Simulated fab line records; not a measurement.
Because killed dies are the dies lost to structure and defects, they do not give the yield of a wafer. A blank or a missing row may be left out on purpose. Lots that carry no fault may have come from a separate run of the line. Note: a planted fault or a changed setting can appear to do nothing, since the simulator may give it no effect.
fab line records -- flow gf180mcu
[record] lots = 13, wafers = 36, lastDay = 34
route steps=602 shown STI@23 MVPSD@86 VT_IMPLANT@121 HV_LDD@186
lots untouched by any fault: they come from a run of this same line in which no faults occurred
startH: the number of hours between the record's first day and the start of the first shown wafer of the lot -- waitH: time in hours since the lot's previous step -- " the same as in the row above -- L1.1+2: a row that stands for several wafers -- - no value present, or no start provided -- * or withheld: withheld -- < > ~ a bound
route shown NAME@n: a module of which the file shows steps, and the number in the route of the first -- usual: average and standard deviation across the fault-free wafers -- same: alike in all rows -- chamber/n: place in a boat -- sites: readings site by site -- _std_site: standard deviation across them -- _edge_site: outer sites' mean less inner sites' -- radiusMm: for every site, how far away it sits from the centre of the wafer -- mask NAME#n: copy n -- behind: the last tool/chamber to shape the wafer -- hold: what put the lot on hold/how long, in hours/how the hold closed -- device: the transistor (n, p or np) that didn't switch -- end of line: the tests these same wafers got at the end of their route -- step lacking rows: just its recipe -- killed: the dies lost at the first sort to structure and to defects; this is not the yield of the wafer -- map: the dies of a wafer, with x for killed, . for not killed, _ for no die there
set.NAME: the setting the step ran with; set.NAME@STEP: the setting that earlier step ran with -- model.NAME: the simulator's own value behind a step, which no gauge read
one table for each step of the route and one row for each wafer, over a sample of lots
services: the hour from which a tool's chamber was out of use, counted from the record's first day as startH (under 0 if before that day), plus the number of hours and why
[[steps]]
[step GF_STI_THK_MEAS_22]
[recipe] reads = SiO2_of_STI_OXIDATION_21
[usual] STI_OXIDATION_01_THK = 15.02/0.24
lot.wafer,tool,chamber,startH,waitH,STI_OXIDATION_01_THK[nm]
L944.3,filmMetro-02,-,27.25,0.0,14.83
L944.4,filmMetro-02,-,27.25,0.0,14.86
L944.5,filmMetro-02,-,27.25,0.0,14.72
L945.1,filmMetro-03,-,32.48,0.0,14.99
L945.3,filmMetro-03,-,32.48,0.0,14.97
L945.6,filmMetro-03,-,32.48,0.0,14.96
L946.2,filmMetro-02,-,38.09,0.0,14.95
L946.3,filmMetro-02,-,38.09,0.0,15.29
L946.4,filmMetro-02,-,38.09,0.0,15.34
L947.2,filmMetro-03,-,43.91,0.0,15.32
L947.3,filmMetro-03,-,43.91,0.0,14.98
L947.5,filmMetro-03,-,43.91,0.0,15.04
L948.1,filmMetro-01,-,48.89,0.0,14.74
L948.2,filmMetro-01,-,48.89,0.0,14.90
L948.6,filmMetro-01,-,48.89,0.0,14.97
L949.3,filmMetro-02,-,53.96,0.0,14.63
L949.5,filmMetro-02,-,53.96,0.0,14.20
L949.6,filmMetro-02,-,53.96,0.0,14.48
L952.2,filmMetro-03,-,69.36,0.0,14.90
L952.3,filmMetro-03,-,69.36,0.0,15.13
L952.6,filmMetro-03,-,69.36,0.0,15.11
L956.3,filmMetro-02,-,89.35,0.0,15.08
L956.4,filmMetro-02,-,89.35,0.0,15.28
L956.6,filmMetro-02,-,89.35,0.0,15.18
L958.1,filmMetro-03,-,99.72,0.0,14.70
L958.3,filmMetro-03,-,99.72,0.0,14.73
L960.1,filmMetro-01,-,111.15,0.0,15.37
L960.3,filmMetro-01,-,111.15,0.0,15.12
L961.1,filmMetro-01,-,114.43,0.0,15.46
L961.3,filmMetro-01,-,114.43,0.0,15.17
L965.1,filmMetro-02,-,134.79,0.0,15.08
L965.3,filmMetro-02,-,134.79,0.0,15.28
L965.5,filmMetro-02,-,134.79,0.0,15.09
L966.1,filmMetro-01,-,140.96,0.0,15.01
L966.2,filmMetro-01,-,140.96,0.0,15.11
L966.6,filmMetro-01,-,140.96,0.0,15.15
[step GF_MVPSD_IMPLANT_08]
[recipe] species = B, energyKev = 170, doseCm2 = 1.5e+13, tiltDeg = 0
[usual] tiltDeg = -0.002/0.02
lot.wafer,tool,chamber,startH,waitH,tiltDeg
L944.3,implanter-01,0,95.93,0.1,-0.035
L944.4,implanter-01,0,95.93,0.1,-0.063
L944.5,implanter-01,0,95.93,0.1,-0.025
L945.1,implanter-01,0,101.91,0.0,-0.019
L945.3,implanter-01,0,101.91,0.0,0.001
L945.6,implanter-01,0,101.91,0.0,-0.028
L946.2,implanter-02,0,110.04,0.0,-0.012
L946.3,implanter-02,0,110.04,0.0,-0.018
L946.4,implanter-02,0,110.04,0.0,0.001
L947.2,implanter-02,0,115.04,0.0,0.034
L947.3,implanter-02,0,115.04,0.0,-0.001
L947.5,implanter-02,0,115.04,0.0,0.019
L948.1,implanter-02,0,119.71,0.0,-0.043
L948.2,implanter-02,0,119.71,0.0,0.011
L948.6,implanter-02,0,119.71,0.0,0.004
L949.3,implanter-01,0,129.38,0.1,0.015
L949.5,implanter-01,0,129.38,0.1,0.016
L949.6,implanter-01,0,129.38,0.1,-0.006
L952.2,implanter-04,0,145.70,0.0,0.029
L952.3,implanter-04,0,145.70,0.0,0.041
L952.6,implanter-04,0,145.70,0.0,0.016
L956.3,implanter-01,0,166.19,0.1,-0.010
L956.4,implanter-01,0,166.19,0.1,-0.020
L956.6,implanter-01,0,166.19,0.1,0.006
L958.1,implanter-02,0,180.41,0.0,-0.030
L958.3,implanter-02,0,180.41,0.0,-0.015
L960.1,implanter-02,0,192.08,0.0,0.005
L960.3,implanter-02,0,192.08,0.0,0.003
L961.1,implanter-02,0,197.39,0.0,0.009
L961.3,implanter-02,0,197.39,0.0,0.010
L965.1,implanter-01,0,219.84,0.0,-0.016
L965.3,implanter-01,0,219.84,0.0,-0.046
L965.5,implanter-01,0,219.84,0.0,-0.022
L966.1,implanter-04,0,227.43,0.0,-0.009
L966.2,implanter-04,0,227.43,0.0,-0.025
L966.6,implanter-04,0,227.43,0.0,-0.014
[step GF_VT_IMPLANT_STRIP_31]
[recipe] chemistry = O2/N2, powerW = 1400, pressureMtorr = 1500, platenTempC = 250, o2FlowSccm = 3000, n2FlowSccm = 300, overashFraction = 0.5
[usual] drypumpMotorCurrentA = 5.8/0.54, heaterPowerW = 359/49, oesProductAu = 0.716/0.0043, platenTempC = 249.97/0.18, stripTimeToEndpointS = 12.623/0.026
lot.wafer,tool,chamber,startH,waitH,drypumpMotorCurrentA,heaterPowerW,oesProductAu,platenTempC,rfHoursCounterH,stripTimeToEndpointS
L944.3,plasmaAsher-01,0,140.52,0.1,6.6,411,0.717,249.80,-,12.636
L944.4,plasmaAsher-01,1,140.52,0.1,6.0,321,0.715,249.70,-,12.642
L944.5,plasmaAsher-01,0,140.52,0.1,6.6,413,0.714,249.86,-,12.602
L945.1,plasmaAsher-04,0,147.19,0.1,5.0,290,0.719,249.44,52,12.652
L945.3,plasmaAsher-04,1,147.19,0.1,5.2,441,0.712,249.93,-,12.641
L945.6,plasmaAsher-04,1,147.19,0.1,5.2,432,0.718,250.04,-,12.631
L946.2,plasmaAsher-02,0,155.98,0.1,5.9,361,0.715,250.20,38,12.580
L946.3,plasmaAsher-02,0,155.98,0.1,5.9,366,0.718,250.01,-,12.625
L946.4,plasmaAsher-02,1,155.98,0.1,5.7,331,0.717,250.14,-,12.609
L947.2,plasmaAsher-04,0,161.94,0.1,5.1,301,0.709,249.82,54,12.606
L947.3,plasmaAsher-04,0,161.94,0.1,5.0,296,0.715,249.85,-,12.657
L947.5,plasmaAsher-04,0,161.94,0.1,5.0,302,0.709,249.85,-,12.630
L948.1,plasmaAsher-02,0,166.23,0.1,5.9,372,0.718,250.14,39,12.629
L948.2,plasmaAsher-02,1,166.23,0.1,5.7,333,0.714,250.19,39,12.661
L948.6,plasmaAsher-02,1,166.23,0.1,5.7,333,0.715,250.12,-,12.684
L949.3,plasmaAsher-01,0,177.21,0.1,6.6,419,0.717,250.13,-,12.628
L949.5,plasmaAsher-01,0,177.21,0.1,6.7,425,0.722,249.82,-,12.622
L949.6,plasmaAsher-01,1,177.21,0.1,6.0,315,0.714,250.09,-,12.632
L952.2,plasmaAsher-01,1,194.98,0.1,6.0,323,0.719,250.26,54,12.610
L952.3,plasmaAsher-01,1,194.98,0.1,6.0,321,0.712,249.92,-,12.601
L952.6,plasmaAsher-01,0,194.98,0.1,6.6,409,0.714,250.23,-,12.593
L956.3,plasmaAsher-04,1,216.65,0.1,5.2,428,0.711,249.83,-,12.614
L956.4,plasmaAsher-04,0,216.65,0.1,5.0,296,0.715,249.77,-,12.643
L956.6,plasmaAsher-04,0,216.65,0.1,5.0,296,0.719,249.74,-,12.613
L958.1,plasmaAsher-01,1,232.62,0.1,6.0,310,0.709,250.20,58,12.606
L958.3,plasmaAsher-01,1,232.62,0.1,6.0,317,0.715,250.13,-,12.621
L960.1,plasmaAsher-01,0,244.39,0.1,6.6,411,0.718,250.14,59,12.620
L960.3,plasmaAsher-01,0,244.39,0.1,6.7,412,0.717,249.77,-,12.613
L961.1,plasmaAsher-04,0,250.23,0.1,5.1,297,0.723,249.77,63,12.587
L961.3,plasmaAsher-04,0,250.23,0.1,5.0,290,0.716,249.92,-,12.556
L965.1,plasmaAsher-04,1,275.97,0.1,5.2,427,0.720,250.01,66,12.660
L965.3,plasmaAsher-04,1,275.97,0.1,5.2,424,0.706,250.11,-,12.633
L965.5,plasmaAsher-04,0,275.97,0.1,5.1,297,0.709,249.98,-,12.599
L966.1,plasmaAsher-02,0,285.13,0.1,5.9,369,0.712,250.08,51,12.629
L966.2,plasmaAsher-02,1,285.13,0.1,5.7,327,0.718,250.15,51,12.582
L966.6,plasmaAsher-02,0,285.13,0.1,5.9,361,0.726,249.93,-,12.625
[step GF_VT_IMPLANT_RS_MEAS_49]
[recipe] thkMeasGauge = four-point-probe
[usual] MVPSD_RS = 1168.7/2.9
lot.wafer,tool,chamber,startH,waitH,MVPSD_RS[ohm/sq]
L944.3,filmMetro-04,-,156.98,0.1,1170.9
L944.4,filmMetro-04,-,156.98,0.1,1167.8
L944.5,filmMetro-04,-,156.98,0.1,1167.0
L945.1,filmMetro-01,-,163.66,0.1,1169.7
L945.3,filmMetro-01,-,163.66,0.1,1166.8
L945.6,filmMetro-01,-,163.66,0.1,1171.3
L946.2,filmMetro-04,-,172.57,0.1,1165.4
L946.3,filmMetro-04,-,172.57,0.1,1165.3
L946.4,filmMetro-04,-,172.57,0.1,1164.7
L947.2,filmMetro-03,-,178.86,0.1,1175.8
L947.3,filmMetro-03,-,178.86,0.1,1176.5
L947.5,filmMetro-03,-,178.86,0.1,1169.8
L948.1,filmMetro-01,-,183.29,0.1,1166.7
L948.2,filmMetro-01,-,183.29,0.1,1172.3
L948.6,filmMetro-01,-,183.29,0.1,1167.9
L949.3,filmMetro-03,-,194.58,0.1,1170.7
L949.5,filmMetro-03,-,194.58,0.1,1172.0
L949.6,filmMetro-03,-,194.58,0.1,1168.7
L952.2,filmMetro-01,-,212.18,0.1,1166.2
L952.3,filmMetro-01,-,212.18,0.1,1166.0
L952.6,filmMetro-01,-,212.18,0.1,1164.9
L956.3,filmMetro-03,-,235.14,0.1,1171.0
L956.4,filmMetro-03,-,235.14,0.1,1167.6
L956.6,filmMetro-03,-,235.14,0.1,1168.6
L958.1,filmMetro-01,-,251.76,0.1,1170.0
L958.3,filmMetro-01,-,251.76,0.1,1206.7
L960.1,filmMetro-03,-,264.05,0.1,1170.8
L960.3,filmMetro-03,-,264.05,0.1,1208.1
L961.1,filmMetro-03,-,270.74,0.1,1169.3
L961.3,filmMetro-03,-,270.74,0.1,1204.4
L965.1,filmMetro-01,-,296.55,0.1,1170.1
L965.3,filmMetro-01,-,296.55,0.1,1170.2
L965.5,filmMetro-01,-,296.55,0.1,1168.6
L966.1,filmMetro-04,-,306.04,0.1,1167.4
L966.2,filmMetro-04,-,306.04,0.1,1161.6
L966.6,filmMetro-04,-,306.04,0.1,1165.5
[step GF_HV_LDD_STRIP_10]
[recipe] chemistry = O2/N2, powerW = 1400, pressureMtorr = 1500, platenTempC = 250, o2FlowSccm = 3000, n2FlowSccm = 300, overashFraction = 0.5
[usual] drypumpMotorCurrentA = 5.4/0.32, heaterPowerW = 348/37, oesProductAu = 0.716/0.0042, platenTempC = 250.00/0.21, stripTimeToEndpointS = 12.61/0.032
lot.wafer,tool,chamber,startH,waitH,drypumpMotorCurrentA,heaterPowerW,oesProductAu,platenTempC,rfHoursCounterH,stripTimeToEndpointS
L944.3,plasmaAsher-04,1,219.56,0.1,5.2,433,0.713,250.41,-,12.56
L944.4,plasmaAsher-04,0,219.56,0.1,5.0,297,0.712,249.89,-,12.57
L944.5,plasmaAsher-04,1,219.56,0.1,5.2,434,0.723,249.94,-,12.60
L945.1,plasmaAsher-02,1,225.43,0.1,5.7,330,0.722,249.96,45,12.69
L945.3,plasmaAsher-02,1,225.43,0.1,5.7,332,0.714,249.88,-,12.62
L945.6,plasmaAsher-02,1,225.43,0.1,5.7,336,0.718,249.97,-,12.66
L946.2,plasmaAsher-03,1,232.55,0.1,5.1,324,0.721,250.35,12,12.61
L946.3,plasmaAsher-03,1,232.55,0.1,5.1,336,0.712,250.31,-,12.59
L946.4,plasmaAsher-03,0,232.55,0.1,5.4,346,0.709,250.07,-,12.62
L947.2,plasmaAsher-03,0,243.45,0.1,5.4,353,0.717,249.50,13,12.65
L947.3,plasmaAsher-03,0,243.45,0.1,5.4,344,0.712,249.84,-,12.63
L947.5,plasmaAsher-03,0,243.45,0.1,5.4,341,0.714,249.41,-,12.65
L948.1,plasmaAsher-03,1,247.41,0.1,5.1,322,0.713,250.12,13,12.61
L948.2,plasmaAsher-03,0,247.41,0.1,5.4,354,0.715,249.88,13,12.58
L948.6,plasmaAsher-03,0,247.41,0.1,5.4,353,0.713,249.64,-,12.60
L949.3,plasmaAsher-04,0,257.63,0.1,5.0,296,0.718,250.16,-,12.66
L949.5,plasmaAsher-04,0,257.63,0.1,5.0,298,0.710,250.20,-,12.60
L949.6,plasmaAsher-04,1,257.63,0.1,5.2,426,0.713,250.12,-,12.64
L952.2,plasmaAsher-02,0,276.83,0.1,5.9,365,0.718,250.29,50,12.58
L952.3,plasmaAsher-02,0,276.83,0.1,5.9,367,0.716,249.83,-,12.56
L952.6,plasmaAsher-02,1,276.83,0.1,5.7,326,0.715,250.08,-,12.56
L956.3,plasmaAsher-03,0,301.29,0.1,5.4,350,0.723,249.86,-,12.66
L956.4,plasmaAsher-03,1,301.29,0.1,5.1,323,0.722,249.69,-,12.63
L956.6,plasmaAsher-03,0,301.29,0.1,5.4,352,0.721,250.05,-,12.67
L958.1,plasmaAsher-02,0,318.63,0.1,5.9,366,0.714,249.77,55,12.60
L958.3,plasmaAsher-02,1,318.63,0.1,5.7,331,0.721,249.89,-,12.59
L960.1,plasmaAsher-04,0,333.85,0.1,5.0,302,0.716,249.94,72,12.60
L960.3,plasmaAsher-04,1,333.85,0.1,5.2,441,0.723,249.75,-,12.59
L961.1,plasmaAsher-04,0,340.18,0.1,5.0,297,0.713,249.70,73,12.62
L961.3,plasmaAsher-04,0,340.18,0.1,5.0,302,0.708,250.02,-,12.64
L965.1,plasmaAsher-02,1,368.68,0.1,5.7,331,0.710,250.45,60,12.60
L965.3,plasmaAsher-02,1,368.68,0.1,5.7,326,0.714,250.54,-,12.62
L965.5,plasmaAsher-02,1,368.68,0.1,5.7,338,0.716,250.34,-,12.61
L966.1,plasmaAsher-03,0,380.70,0.1,5.4,347,0.713,250.20,26,12.66
L966.2,plasmaAsher-03,1,380.70,0.1,5.1,331,0.722,249.79,26,12.63
L966.6,plasmaAsher-03,0,380.70,0.1,5.4,343,0.716,249.89,-,12.68
[[services]]
tool,chamber,startH,hours,kind
implanter-02,-,88.93,4.2,repair
implanter-02,-,95.70,4.4,repair
implanter-01,-,103.44,7.4,repair
plasmaAsher-03,-,108.75,9.0,pm
plasmaAsher-03,0,108.75,9.0,ventCycle
plasmaAsher-03,1,108.75,9.0,ventCycle
plasmaAsher-01,-,112.94,14.6,pm
implanter-04,-,114.42,19.8,repair
implanter-01,-,126.70,2.0,repair
implanter-01,-,154.88,2.6,pm
plasmaAsher-03,-,167.78,1.4,repair
plasmaAsher-03,-,169.81,0.5,repair
implanter-01,-,196.72,4.2,repair
plasmaAsher-03,-,199.37,2.8,pm
implanter-04,-,213.39,3.5,repair
implanter-04,-,252.15,2.7,pm
plasmaAsher-03,-,259.88,1.4,repair
plasmaAsher-01,-,282.93,7.6,repair
implanter-04,-,294.22,3.1,repair
plasmaAsher-02,-,304.14,4.3,repair
plasmaAsher-02,-,331.02,4.3,repair
implanter-01,-,340.44,15.1,repair
plasmaAsher-04,-,347.79,2.5,repair
implanter-04,-,363.02,1.8,repair
[[key]]
[firstSign] step = GF_VT_IMPLANT_RS_MEAS_49, reading = MVPSD_RS, direction = up, sigmas = 13, usual = 1168.7, struck = 1206.4
effect none on later readings
metAt GF_MVPSD_IMPLANT_08
struckLots L958,L960,L961
struckWafers L958.3,L960.3,L961.3
testerLeftOut L958,L960,L961
notActingAt GF_STI_THK_MEAS_22,GF_VT_IMPLANT_STRIP_31,GF_HV_LDD_STRIP_10
onsetBetween 119.71 180.41
[fault] kind = processParameterDrift, tool = implanter-02, chamber = -, onsetH = 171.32, steps = GF_MVPSD_IMPLANT_08, channel = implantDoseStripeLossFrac, offset = 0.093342, shape = step, endH = 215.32, scope = struckWafersOnly
// testerLeftOut: of these lots the tester's yield and bins aren't shown, on N5 and GAA mostly nor the transistor test; their killed dies are dies lost to structure and defects alone, not to doping, threshold or leakage, so they don't give the yield
